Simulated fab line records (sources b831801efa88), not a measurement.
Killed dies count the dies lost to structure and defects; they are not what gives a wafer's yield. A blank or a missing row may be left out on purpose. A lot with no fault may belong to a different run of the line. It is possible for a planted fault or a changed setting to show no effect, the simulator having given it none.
Struck lot and sound lot, side by side	flow sky130	15 out of 708 route steps
Sound: the wafers L709.2, L709.3, L709.5. Struck: wafer L721.2; the same lot's L721.3 was not struck, so it is left out; see the end for the cause.
Each step with rows lists, per side, the tool, then ch with its chambers, then its first start. Under that, the readings that differ: sound wafers	struck wafers	difference of the means	sigmas: that difference in standard deviations of wafers without a fault.
alike: words and numbers the same on both sides, and readings whose means are apart by under 2 such deviations; not compared: readings that were withheld, readings missing a value for some wafer, numbers with overlapping values and no deviation given by the record, and bounds like >300 which may hide the same value.
The two part at a step that has a row with sigmas, a row that says differs or no value, or rows on one side only. When numbers do not overlap yet have no deviation, they are printed without sigmas and do not part them. A reading missing from all wafers of one side parts the sides only when that side holds two or more wafers.

SKY_METAL1_STRIP_20: strips in O2/N2.
  sound on plasma-asher-03 ch 0, day 34 02:58; struck on plasma-asher-03 ch 0, day 36 22:17
  alike: drypump-motor-current-A, oes-product-au, strip-time-to-endpoint-s
  not compared: rf-hours-counter-h
then, 4 steps without rows for these wafers: SKY_METAL1_STRIP_21 (strips in post etch residue remover, time 1200 s); SKY_METAL1_CLEAN_22 (cleans in IPA, time 180 s); SKY_METAL1_CLEAN_23 (cleans in O3/DIW); SKY_VIA1_HDPCVD_00 (deposits SiO2, target thk 1030 nm, time 171.7 s).
SKY_VIA1_THK_MEAS_01:
  struck on film-metro-01, day 36 23:23; sound on film-metro-01, day 34 03:40
  alike: VIA1_HDPCVD_THK
SKY_VIA1_CMP_02: polishes SiO2.
  sound on cmp-01 ch 0,2, day 34 03:43; struck on cmp-01 ch 3, day 36 23:29
  alike: motor-current-A
SKY_VIA1_BOW_MEAS_03:
  struck on film-metro-04, day 36 23:45; sound on film-metro-03, day 34 04:02
  alike: VIA1_BOW
then, 4 steps without rows for these wafers: SKY_VIA1_DEHYDRATE_04 (time 60 s); SKY_VIA1_HMDS_05 (prime time 60 s); SKY_VIA1_COAT_06 (resist thk 60 nm); SKY_VIA1_COAT_07 (resist thk 450 nm).
SKY_VIA1_SOFTBAKE_08: time 90 s.
  sound on litho-track-01 ch 0, day 34 17:00; struck on litho-track-01 ch 0, day 37 11:00
reading	sound	struck	difference	sigmas
heater-power-total-W (W)	57.51 57.39 57.44	59.14	+1.69	+15
run-length-s (s)	119.19 119.04 119.13	111.02	-8.10	-51
then, 2 steps without rows for these wafers: SKY_VIA1_EXPOSE_09 (exposes mask VIM, target cd 150 nm); SKY_PAD_OPEN_PROBE_99.

## WHERE THEY PART
SKY_VIA1_SOFTBAKE_08 only, going by this record.

WHY: whatever the simulator had introduced
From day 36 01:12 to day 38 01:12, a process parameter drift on litho-track-01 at SKY_VIA1_SOFTBAKE_08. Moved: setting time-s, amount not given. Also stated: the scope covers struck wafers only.
